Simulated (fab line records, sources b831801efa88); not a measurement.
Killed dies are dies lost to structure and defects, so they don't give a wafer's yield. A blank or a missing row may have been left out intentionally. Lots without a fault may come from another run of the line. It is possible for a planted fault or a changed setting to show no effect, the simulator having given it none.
Shared-tool check :: flow sky130 :: Sampled: 11 lots, 33 wafers

## WHY IT WAS OPENED
At SKY_SONOS_ONO_THK_MEAS_01 the reading SONOS_ONO_OXIDATION_THK is flagged on 2 of 11 lots. Fault-free wafers read 2.60 nm, with a standard deviation of 0.058.
Rule: a lot gets a flag if all its wafers with a number sit over 4 standard deviations from that mean, or if no wafer of it has a number. The rest of the lots are taken to be sound.

lot: L465
measured: day 12 18:11
on: film-metro-04
SONOS_ONO_OXIDATION_THK (nm), wafer by wafer: 2.68 2.63 2.67
flag: 

lot: L467
measured: day 13 12:16
on: film-metro-04
SONOS_ONO_OXIDATION_THK (nm), wafer by wafer: 2.58 2.61 2.60
flag: 

lot: L469
measured: day 14 00:28
on: film-metro-03
SONOS_ONO_OXIDATION_THK (nm), wafer by wafer: 2.64 2.63 2.68
flag: 

lot: L471
measured: day 14 14:46
on: film-metro-03
SONOS_ONO_OXIDATION_THK (nm), wafer by wafer: 2.62 2.71 2.64
flag: 

lot: L473
measured: day 15 14:02
on: film-metro-04
SONOS_ONO_OXIDATION_THK (nm), wafer by wafer: 2.58 2.54 2.63
flag: 

lot: L474
measured: day 15 18:25
on: film-metro-04
SONOS_ONO_OXIDATION_THK (nm), wafer by wafer: 2.58 2.58 2.56
flag: 

lot: L475
measured: day 16 04:50
on: film-metro-03
SONOS_ONO_OXIDATION_THK (nm), wafer by wafer: 2.55 2.50 2.50
flag: 

lot: L476
measured: day 16 17:11
on: film-metro-04
SONOS_ONO_OXIDATION_THK (nm), wafer by wafer: 1.80 1.91 1.91
flag: FLAGGED

lot: L477
measured: day 16 20:46
on: film-metro-04
SONOS_ONO_OXIDATION_THK (nm), wafer by wafer: 2.48 2.52 2.57
flag: 

lot: L478
measured: day 17 10:07
on: film-metro-03
SONOS_ONO_OXIDATION_THK (nm), wafer by wafer: 1.83 1.89 1.88
flag: FLAGGED

lot: L479
measured: day 17 13:28
on: film-metro-02
SONOS_ONO_OXIDATION_THK (nm), wafer by wafer: 2.67 2.60 2.63
flag: 
The numbers of the flagged lots are 1.87 nm on average: -0.73 nm against the usual, or -13 standard deviations.

## WHICH TOOL EACH LOT WENT THROUGH
2 process steps preceding the reading are held in the record, out of 708 steps in the route. Every cell lists first the tool, next ch and the chambers used by the sampled wafers, and last the start.
lot: L465
flag: 
SKY_VT_ADJUST_LVTN_STRIP_09: plasma-asher-02 ch 0,1, day 8 02:06
SKY_SONOS_ONO_OXIDATION_00: furnace-01 ch 0, day 12 16:49

lot: L467
flag: 
SKY_VT_ADJUST_LVTN_STRIP_09: plasma-asher-04 ch 0,1, day 8 14:58
SKY_SONOS_ONO_OXIDATION_00: furnace-01 ch 0, day 13 10:55

lot: L469
flag: 
SKY_VT_ADJUST_LVTN_STRIP_09: plasma-asher-04 ch 1, day 9 00:21
SKY_SONOS_ONO_OXIDATION_00: furnace-02 ch 0, day 13 23:07

lot: L471
flag: 
SKY_VT_ADJUST_LVTN_STRIP_09: plasma-asher-03 ch 0,1, day 9 13:23
SKY_SONOS_ONO_OXIDATION_00: furnace-01 ch 0, day 14 13:24

lot: L473
flag: 
SKY_VT_ADJUST_LVTN_STRIP_09: plasma-asher-03 ch 0,1, day 10 04:08
SKY_SONOS_ONO_OXIDATION_00: furnace-01 ch 0, day 15 12:40

lot: L474
flag: 
SKY_VT_ADJUST_LVTN_STRIP_09: plasma-asher-02 ch 0,1, day 10 08:57
SKY_SONOS_ONO_OXIDATION_00: furnace-01 ch 0, day 15 17:04

lot: L475
flag: 
SKY_VT_ADJUST_LVTN_STRIP_09: plasma-asher-03 ch 1, day 10 18:44
SKY_SONOS_ONO_OXIDATION_00: furnace-02 ch 0, day 16 03:29

lot: L476
flag: FLAGGED
SKY_VT_ADJUST_LVTN_STRIP_09: plasma-asher-03 ch 0, day 11 02:45
SKY_SONOS_ONO_OXIDATION_00: furnace-01 ch 0, day 16 15:50

lot: L477
flag: 
SKY_VT_ADJUST_LVTN_STRIP_09: plasma-asher-03 ch 0,1, day 11 07:30
SKY_SONOS_ONO_OXIDATION_00: furnace-02 ch 0, day 16 19:25

lot: L478
flag: FLAGGED
SKY_VT_ADJUST_LVTN_STRIP_09: plasma-asher-04 ch 0,1, day 11 15:45
SKY_SONOS_ONO_OXIDATION_00: furnace-01 ch 0, day 17 08:46

lot: L479
flag: 
SKY_VT_ADJUST_LVTN_STRIP_09: plasma-asher-04 ch 0,1, day 11 23:07
SKY_SONOS_ONO_OXIDATION_00: furnace-02 ch 0, day 17 12:07
What these steps do:
- SKY_VT_ADJUST_LVTN_STRIP_09: strips in O2/N2.
- SKY_SONOS_ONO_OXIDATION_00: stabilise 600 s, purge 300 s, target thk 2.6 nm.
- SKY_SONOS_ONO_THK_MEAS_01

## FLAGGED AGAINST TOTAL, ONE TOOL AT A TIME (gauges that did the reading follow at the end)
step: SKY_VT_ADJUST_LVTN_STRIP_09
tool: plasma-asher-02
lots run: 2
flagged: 0
share of the flagged lots: none
sound lots run after its first flagged lot: -

step: SKY_VT_ADJUST_LVTN_STRIP_09
tool: plasma-asher-03
lots run: 5
flagged: 1
share of the flagged lots: some
sound lots run after its first flagged lot: 1 (L477)

step: SKY_VT_ADJUST_LVTN_STRIP_09
tool: plasma-asher-04
lots run: 4
flagged: 1
share of the flagged lots: some
sound lots run after its first flagged lot: 1 (L479)

step: SKY_SONOS_ONO_OXIDATION_00
tool: furnace-01
lots run: 7
flagged: 2
share of the flagged lots: all
sound lots run after its first flagged lot: 0

step: SKY_SONOS_ONO_OXIDATION_00
tool: furnace-02
lots run: 4
flagged: 0
share of the flagged lots: none
sound lots run after its first flagged lot: -

step: SKY_SONOS_ONO_THK_MEAS_01
tool: film-metro-02
lots run: 1
flagged: 0
share of the flagged lots: none
sound lots run after its first flagged lot: -

step: SKY_SONOS_ONO_THK_MEAS_01
tool: film-metro-03
lots run: 4
flagged: 1
share of the flagged lots: some
sound lots run after its first flagged lot: 0

step: SKY_SONOS_ONO_THK_MEAS_01
tool: film-metro-04
lots run: 6
flagged: 1
share of the flagged lots: some
sound lots run after its first flagged lot: 1 (L477)

## WHAT IS ALLOWED BY THE TABLE
1 row of the table ran every flagged lot: furnace-01 at SKY_SONOS_ONO_OXIDATION_00.
- furnace-01 at SKY_SONOS_ONO_OXIDATION_00: 2 of its 7 lots flagged. It ran its last sound lot, L474, at day 15 17:04 and its first flagged lot, L476, at day 16 15:50: a fault with its onset between the two fits. Its own readings lie more than 4 standard deviations out on every wafer of the flagged lots: spike-tc-bottom-C, spike-tc-centre-C, spike-tc-lower-C, spike-tc-top-C, spike-tc-upper-C, tube-center-temp-C, tube_center_temp_C_max.
What remains is a single tool, furnace-01 at SKY_SONOS_ONO_OXIDATION_00.

## WHAT THE SIMULATOR PUT IN
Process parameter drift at SKY_SONOS_ONO_OXIDATION_00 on furnace-01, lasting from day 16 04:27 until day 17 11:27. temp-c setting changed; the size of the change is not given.
Struck lots among those shown: L476, L478. Same finding as the rule above.
